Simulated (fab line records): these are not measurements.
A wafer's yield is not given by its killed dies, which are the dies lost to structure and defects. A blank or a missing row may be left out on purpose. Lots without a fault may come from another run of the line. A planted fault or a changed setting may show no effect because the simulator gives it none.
8D (eight disciplines) problem report, filled in by code | flow sky130 | the parts of the form that need people (team, actions taken, sign-off) are left out

== 1. WHAT IS WRONG ==
Mean of end station pressure torr at SKY_LDD_N_IMPLANT_08: 7.64e-05 Torr across 9 wafers in 3 lots; on wafers with no fault it is 5.31e-06 Torr (standard deviation 2.7e-07). So: +99 or more standard deviations from the usual mean.
First observed at day 21 21:46: wafer L922.1, on implanter-03. Wafers with a number at this step in the record: 42, from 14 lots. Rule for "out" (also "out of limits"): further than 4 standard deviations from the usual mean. The other wafers with a number count as sound.

== 2. WHAT IT IS, AND WHAT IT ISN'T ==
question                    | is                                   | is not
which readings at this step | end station pressure torr, beam on s | -
which lots                  | L922, L923, L924                     | L911, L914, L915, L916, L919, L921, L925, L930, L932, L933, L934
which wafers of those lots  | all that have a number               | -
read on which tools         | implanter-03                         | implanter-01, implanter-02
when                        | from day 21 21:46                    | up to then (18 sound wafers); but 15 sound wafers of L925, L930, L932, L933, L934 came after

== 3. WHAT RULES OUT EACH SUSPECT ==
Counting: a tool at any process step up to the reading remains a suspect when it ran all the lots that are out and ran no sound lot after the first of those.
- implanter-03 at SKY_LDD_N_IMPLANT_08: ruled out as a lasting fault. Following L922 (day 21 21:46), the first lot on it that is out, the sound lots L932 were run on it.
Left after counting: nothing in the record.

== 4. THE CAUSE (what the simulator had put in) ==
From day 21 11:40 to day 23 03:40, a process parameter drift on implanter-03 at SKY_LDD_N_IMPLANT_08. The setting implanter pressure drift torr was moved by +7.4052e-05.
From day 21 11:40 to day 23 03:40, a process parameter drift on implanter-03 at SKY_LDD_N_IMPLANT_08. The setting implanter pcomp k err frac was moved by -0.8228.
Counting ruled it out, wrongly.

== 5. SEQUENCE OF EFFECTS, ordered by route ==
Rows list readings where the struck wafers' mean (over those with a number) sits beyond 3 standard deviations from the usual. Only readings whose record carries a usual standard deviation are examined. hours: median over the lots of the time between each lot's start at the first step of this table that gives one and its start at this step. sigmas: the change, counted in usual standard deviations.
hours | step                 | reading                   | usual         | on struck wafers | change    | sigmas
0     | SKY_LDD_N_IMPLANT_08 | beam on s                 | 10.3 s        | 12.3             | +2.0      | +4.8
0     | SKY_LDD_N_IMPLANT_08 | end station pressure torr | 5.31e-06 Torr | 7.64e-05         | +7.10e-05 | +99 or more
0     | SKY_LDD_N_IMPLANT_08 | faraday current uA        | 410           | 338              | -72       | -4.2
Process steps it contains:
- SKY_LDD_N_IMPLANT_08
At these later measuring or inspecting steps, every struck wafer for which the step has a row has a number for every such reading, and none has moved that far: SKY_SD_N_OVL_MEAS_08.

== 6. HOW IT WOULD HAVE BEEN CAUGHT EARLIER ==
10 hours passed between the start of the fault at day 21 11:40 and the first reading out of limits in this record, taken at day 21 21:46.
